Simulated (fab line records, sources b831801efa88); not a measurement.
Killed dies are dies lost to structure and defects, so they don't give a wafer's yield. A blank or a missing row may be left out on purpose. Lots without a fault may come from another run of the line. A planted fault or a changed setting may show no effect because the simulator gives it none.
Chamber matching | flow sfq_line | SFQ_TRILAYER_I2_CMP_CMP_064 on cmp-02: 4 sister chambers
The step polishes SiO2. 8 wafers are shown with their chamber, then 7 later ones without.

WAFERS WITH THEIR CHAMBER
wafer  | chamber | motor_current_A (A) | time_to_endpoint_s (s)
L529.1 | 3       | 10.9                | 220
L529.3 | 0       | 11.0                | 222
L530.4 | 2       | 10.2                | 227
L530.6 | 3       | 11.2                | 228
L532.2 | 2       | 10.5                | 205
L532.6 | 1       | 11.3                | 223
L533.3 | 0       | 11.7                | 216
L533.5 | 1       | 11.3                | 218

WAFERS WITHOUT THEIR CHAMBER
wafer  | motor_current_A (A) | time_to_endpoint_s (s)
L533.6 | 10.1                | 218
L534.4 | 11.5                | 228
L534.2 | 10.9                | 212
L534.6 | 11.5                | 220
L541.3 | 11.7                | 225
L542.3 | 11.1                | 217
L542.5 | 11.3                | 233

WHICH CHAMBER EACH WENT THROUGH
wafer  | from the rows above               | in truth
L533.6 | 2                                 | 2
L534.4 | can't be placed: 1 or 0 or 3      | 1
L534.2 | can't be placed: 3 or 1 or 0 or 2 | 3
L534.6 | can't be placed: 0 or 1 or 3      | 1
L541.3 | can't be placed: 0 or 1 or 3      | 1
L542.3 | can't be placed: 1 or 3 or 0 or 2 | 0
L542.5 | can't be placed: 3 or 1 or 0      | 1
Placed correctly: 1 of 7. Can't be placed from these rows: 6 (the true chamber is among the candidates in 6). Placed wrongly: 0.
How it was worked out, from the rows above alone: a wafer's distance from a chamber is the root of the sum, over the readings, of the square of ((its reading less the chamber's mean) divided by the reading's scatter). The wafer belongs to the nearest chamber; if the next one is less than 2 further off, it can't be placed. A chamber's mean is the mean of its shown wafers. The scatter: the root of (the sum of the squares of (reading less its chamber's mean) over the shown wafers, divided by (wafers less chambers)).
